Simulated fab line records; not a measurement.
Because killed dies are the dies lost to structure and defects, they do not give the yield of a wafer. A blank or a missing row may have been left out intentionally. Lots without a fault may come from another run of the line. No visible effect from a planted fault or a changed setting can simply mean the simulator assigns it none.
A struck lot beside a sound one | flow sfq-line | 41 out of 325 route steps
Sound: the wafers L267.1, L267.5, L267.6. Wafers struck: L271.4, L271.5, L271.6. The cause is named last.
Per side, at each step with rows, come the tool, then ch with its chambers, and then its first start. Under that, the readings that differ: sound wafers | struck wafers | difference of the means | sigmas: that difference in standard deviations of wafers without a fault.
alike: same words and numbers on both sides, and readings whose means sit less than 2 such deviations apart. not compared: any withheld reading, any reading some wafer has no value for, any bound like >300 that may hide the same value, and any number with overlapping values for which the record gives no deviation.
The two part at a step that has a row with sigmas, a row that says differs or no value, or rows on one side only. When numbers do not overlap yet have no deviation, they are printed without sigmas and do not part them. Lack of a reading on every wafer of one side parts them only where that side has two or more wafers.

first, 1 step without rows for these wafers: SFQ_TRILAYER_M3_DEP_PRE_CLEAN_074 (time 22.5 s).
SFQ_TRILAYER_M3_DEP_SPUTTER_073: material Nb, target thk 200 nm, time 133.3 s.
  sound on pvd-sputter-06 at day 28 01:16; struck on pvd-sputter-06 at day 36 19:07
  alike: throttle-valve-pct
SFQ_M3_RS_MEAS_919: a four-point-probe measurement.
  sound on film-metro-02 at day 28 01:21; struck on film-metro-01 at day 36 19:13
  alike: M3_NB_RS
then, 6 steps without rows for these wafers: SFQ_TRILAYER_M3_LITHO_COAT_080 (resist thk 62 nm); SFQ_TRILAYER_M3_LITHO_COAT_075 (resist thk 600 nm); SFQ_TRILAYER_M3_LITHO_SOFTBAKE_079; SFQ_TRILAYER_M3_LITHO_EXPOSE_076 (exposes mask M3, target cd 500 nm); SFQ_TRILAYER_M3_LITHO_PEB_078 (peb time 60 s); SFQ_TRILAYER_M3_LITHO_DEVELOP_077 (time 60 s).
SFQ_M3_OVL_MEAS_921:
  sound on overlay-01 at day 32 18:01; struck on overlay-02 at day 36 21:37
  alike: M3_OVL
SFQ_TRILAYER_M3_BARC_OPEN_METAL_ETCH_100: etches BARC in O2, target depth 125 nm, time 41.7 s.
  sound on rie-metal-02 ch 0, day 32 18:04; struck on rie-metal-01 ch 0,1, day 36 21:39
  alike: drypump-motor-current-A, oes-product-au
  not compared: rf-hours-counter-h
SFQ_TRILAYER_M3_ETCH_METAL_ETCH_078: etches Nb in Cl2/Ar, stops on SiO2, target depth 240 nm, time 120 s.
  sound on rie-metal-02 ch 0, day 32 18:11; struck on rie-metal-01 ch 0,1, day 36 21:44
  reading                                             | sound             | struck            | difference | sigmas
  oes-product-au (a.u.)                               | 0.900 0.899 0.892 | 0.800 0.785 0.796 | -0.103     | -13
  model.KrF_of_TRILAYER_M3_LITHO_COAT_075.thk-nm (nm) | 384.1 384.2 381   | 428.8 435.7 427.8 | +47.7      |
  model.M3.feature-depth-nm (nm)                      | 199.8 200.7 199.9 | 161.4 154.5 161.4 | -41.0      |
  model.etch.depth-nm (nm)                            | 199.8 200.7 199.9 | 161.4 154.5 161.4 | -41.0      |
  alike: drypump-motor-current-A
  not compared: rf-hours-counter-h
SFQ_TRILAYER_M3_STRIP_STRIP_079: strips in O2.
  sound on rie-metal-02 ch 0, day 32 18:26; struck on rie-metal-01 ch 0,1, day 36 22:01
  alike: drypump-motor-current-A, oes-product-au
  not compared: rf-hours-counter-h
then, 3 steps without rows for these wafers: SFQ_TRILAYER_M3_STRIP_SOLV_CLEAN_080 (cleans in NMP, time 600 s); SFQ_TRILAYER_I3_DEP_PECVD_081 (deposits SiO2 from SiH4/N2O, time 111.11 s, target thk 500 nm); SFQ_TRILAYER_I3_CMP_CMP_082 (polishes SiO2).
-- the record jumps here: 2 days lie between the struck wafers' starts before and after --
SFQ_I3_BOW_MEAS_922:
  sound on film-metro-01 at day 33 03:50; struck on film-metro-04 at day 39 00:03
  reading     | sound   | struck     | difference | sigmas
  I3_BOW (um) | 1 -1 10 | -15 -19 -8 | -17        | -2
SFQ_TRILAYER_I3_METRO_MEASURE_083:
  sound on film-metro-01 at day 33 03:58; struck on film-metro-04 at day 39 00:43
  reading     | sound             | struck            | difference | sigmas
  thk-nm (nm) | 202.0 201.4 201.8 | 200.0 197.9 201.0 | -2.1       | -2
then, 6 steps without rows for these wafers: SFQ_TRILAYER_I3_VIA_LITHO_COAT_090 (resist thk 62 nm); SFQ_TRILAYER_I3_VIA_LITHO_COAT_085 (resist thk 650 nm); SFQ_TRILAYER_I3_VIA_LITHO_SOFTBAKE_089; SFQ_TRILAYER_I3_VIA_LITHO_EXPOSE_086 (exposes mask I3, target cd 500 nm); SFQ_TRILAYER_I3_VIA_LITHO_PEB_088 (peb time 60 s); SFQ_TRILAYER_I3_VIA_LITHO_DEVELOP_087 (time 60 s).
-- the record jumps here: 6 days lie between the struck wafers' starts before and after --
SFQ_I3_OVL_MEAS_923:
  sound on overlay-02 at day 38 16:36; struck on overlay-02 at day 44 19:59
  alike: I3_OVL
then, 1 step without rows for these wafers: SFQ_TRILAYER_I3_VIA_BARC_OPEN_VIA_ETCH_121 (etches BARC in O2, target depth 125 nm, time 41.7 s).
SFQ_TRILAYER_I3_VIA_ETCH_VIA_ETCH_088: etches SiO2 in CHF3, stops on Nb, target depth 260 nm.
  sound on rie-diel-02 ch 0,1,2, day 38 16:41; struck on rie-diel-03 ch 0,2,3, day 44 20:02
  reading               | sound             | struck            | difference | sigmas
  oes-product-au (a.u.) | 0.861 0.858 0.861 | 0.847 0.845 0.855 | -0.011     | -2
  alike: drypump-motor-current-A
then, 4 steps without rows for these wafers: SFQ_TRILAYER_I3_VIA_STRIP_STRIP_089 (strips in O2); SFQ_TRILAYER_I3_VIA_STRIP_SOLV_CLEAN_090 (cleans in NMP, time 600 s); SFQ_TRILAYER_M4_DEP_PRE_CLEAN_092 (time 22.5 s); SFQ_TRILAYER_M4_DEP_SPUTTER_091 (material Nb, target thk 200 nm, time 133.3 s).
SFQ_M4_RS_MEAS_924: a four-point-probe measurement.
  sound on film-metro-04 at day 38 17:41; struck on film-metro-01 at day 44 21:07
  alike: M4_NB_RS
then, 6 steps without rows for these wafers: SFQ_TRILAYER_M4_LITHO_COAT_098 (resist thk 62 nm); SFQ_TRILAYER_M4_LITHO_COAT_093 (resist thk 600 nm); SFQ_TRILAYER_M4_LITHO_SOFTBAKE_097; SFQ_TRILAYER_M4_LITHO_EXPOSE_094 (exposes mask M4, target cd 500 nm); SFQ_TRILAYER_M4_LITHO_PEB_096 (peb time 60 s); SFQ_TRILAYER_M4_LITHO_DEVELOP_095 (time 60 s).
SFQ_M4_OVL_MEAS_926:
  sound on overlay-02 at day 44 11:34; struck on overlay-02 at day 44 23:31
  reading     | sound   | struck | difference | sigmas
  M4_OVL (nm) | -1 0 -9 | 7 10 6 | +11        | +2
then, 1 step without rows for these wafers: SFQ_TRILAYER_M4_BARC_OPEN_METAL_ETCH_123 (etches BARC in O2, target depth 125 nm, time 41.7 s).
-- the record jumps here: 46 days lie between the struck wafers' starts before and after --
SFQ_M8_BOW_MEAS_951:
  sound on film-metro-04 at day 87 01:23; struck on film-metro-04 at day 90 21:21
  reading                       | sound    | struck | difference | sigmas
  model.etest.m3.comb-log10-ohm | 12 12 12 | 0 0 0  | -12        |
  alike: M8_BOW

## WHERE THEY PART
Earliest at SFQ_TRILAYER_M3_ETCH_METAL_ETCH_078; latest, in this record, at SFQ_M4_OVL_MEAS_926. Later steps at which nothing parts them and some readings are alike: SFQ_M8_BOW_MEAS_951.

WHY: what the simulator had put in
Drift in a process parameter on rie-metal-01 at SFQ_TRILAYER_M3_ETCH_METAL_ETCH_078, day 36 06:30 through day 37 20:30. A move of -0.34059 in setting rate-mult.
